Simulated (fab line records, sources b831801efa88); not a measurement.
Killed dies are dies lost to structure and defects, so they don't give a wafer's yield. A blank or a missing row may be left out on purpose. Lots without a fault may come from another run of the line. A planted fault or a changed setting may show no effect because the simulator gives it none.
One fault seen from 2 desks | flow sfq_line | each desk has only its own numbers; what lay behind them comes last

THE TOOL OWNER'S DESK: rie_diel-02
The tool's own readings at SFQ_TRILAYER_I7_VIA_BARC_OPEN_VIA_ETCH_260 (etches BARC in O2, target depth 125 nm, time 41.7 s): means of the sampled wafers that have a number, for each lot that ran on this tool. A lot is out of limits, marked OUT, if its mean lies more than 4 standard deviations from the usual mean; the brackets give that distance.
Columns: A = bias_w at SFQ_TRILAYER_I7_VIA_BARC_OPEN_VIA_ETCH_260, usual 80.03 W; B = drypump_motor_current_A at SFQ_TRILAYER_I7_VIA_BARC_OPEN_VIA_ETCH_260, usual 5.7 A; C = oes_product_au at SFQ_TRILAYER_I7_VIA_BARC_OPEN_VIA_ETCH_260, usual 0.685 a.u.; D = rf_fwd_power_W at SFQ_TRILAYER_I7_VIA_BARC_OPEN_VIA_ETCH_260, usual 493.8 W; E = run_length_s at SFQ_TRILAYER_I7_VIA_BARC_OPEN_VIA_ETCH_260, usual 69.9 s
lot  | first seen here | A     | B   | C                | D     | E
L153 | day 73 23:07    | 79.96 | 5.7 | 0.685            | 490.5 | 69.3
L154 | day 77 16:41    | 79.84 | 6.0 | 0.690            | 494.2 | 70.1
L157 | day 81 19:58    | 80.15 | 6.1 | 0.686            | 495.0 | 69.9
L161 | day 88 18:20    | 80.11 | 6.1 | 0.682            | 495.9 | 70.1
L164 | day 91 14:44    | 79.97 | 5.8 | 0.728 (+9.1) OUT | 491.4 | 66.8 (-6.7) OUT
L169 | day 92 07:40    | 80.04 | 5.8 | 0.731 (+9.9) OUT | 491.9 | 66.7 (-7.0) OUT
This desk's finding: out of limits on L164, L169; first on L164, day 91 14:44 (oes_product_au at SFQ_TRILAYER_I7_VIA_BARC_OPEN_VIA_ETCH_260). In limits: L153, L154, L157, L161.

THE METROLOGY DESK
What the gauges read, lot by lot, whatever tool the lot ran on: means of the sampled wafers that have a number. A lot is out of limits, marked OUT, if its mean lies more than 4 standard deviations from the usual mean; the brackets give that distance.
Columns: A = M6_OVL at SFQ_M6_OVL_MEAS_940, usual 2 nm; B = I6_OVL at SFQ_I6_OVL_MEAS_942, usual 1 nm
lot  | first seen here | A  | B
L153 | day 73 01:08    | 2  | 1
L154 | day 73 02:19    | 2  | 9
L155 | day 73 06:22    | 3  | -4
L156 | day 73 08:46    | 12 | 3
L157 | day 73 13:34    | 1  | 1
L158 | day 77 05:53    | -3 | 5
L159 | day 77 11:52    | 6  | 1
L160 | day 77 22:13    | -0 | -4
L161 | day 78 00:38    | 1  | 3
L164 | day 80 13:11    | 6  | 1
L169 | day 81 01:56    | 5  | -3
L172 | day 81 05:32    | -4 | -2
L174 | day 81 07:56    | 3  | -2
L175 | day 81 09:08    | 9  | 0
This desk's finding: nothing out of limits on any of the 14 lots.

PUT TOGETHER
The tool owner's desk could have raised an alarm at day 91 14:44, on L164, L169.
The metrology desk saw nothing out of limits.
The metrology desk has L164, L169 on record, within its limits.
Of the lots named, all ran SFQ_TRILAYER_I7_VIA_BARC_OPEN_VIA_ETCH_260 on rie_diel-02.

WHAT THE SIMULATOR HAD PUT IN
Process parameter drift: rie_diel-02, from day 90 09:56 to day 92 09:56, at SFQ_TRILAYER_I7_VIA_BARC_OPEN_VIA_ETCH_260. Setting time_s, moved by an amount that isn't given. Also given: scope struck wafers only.
Lots struck among those shown: L164, L169.
Hours from the fault's start to each desk's first reading out of limits: the tool owner's desk, 29.
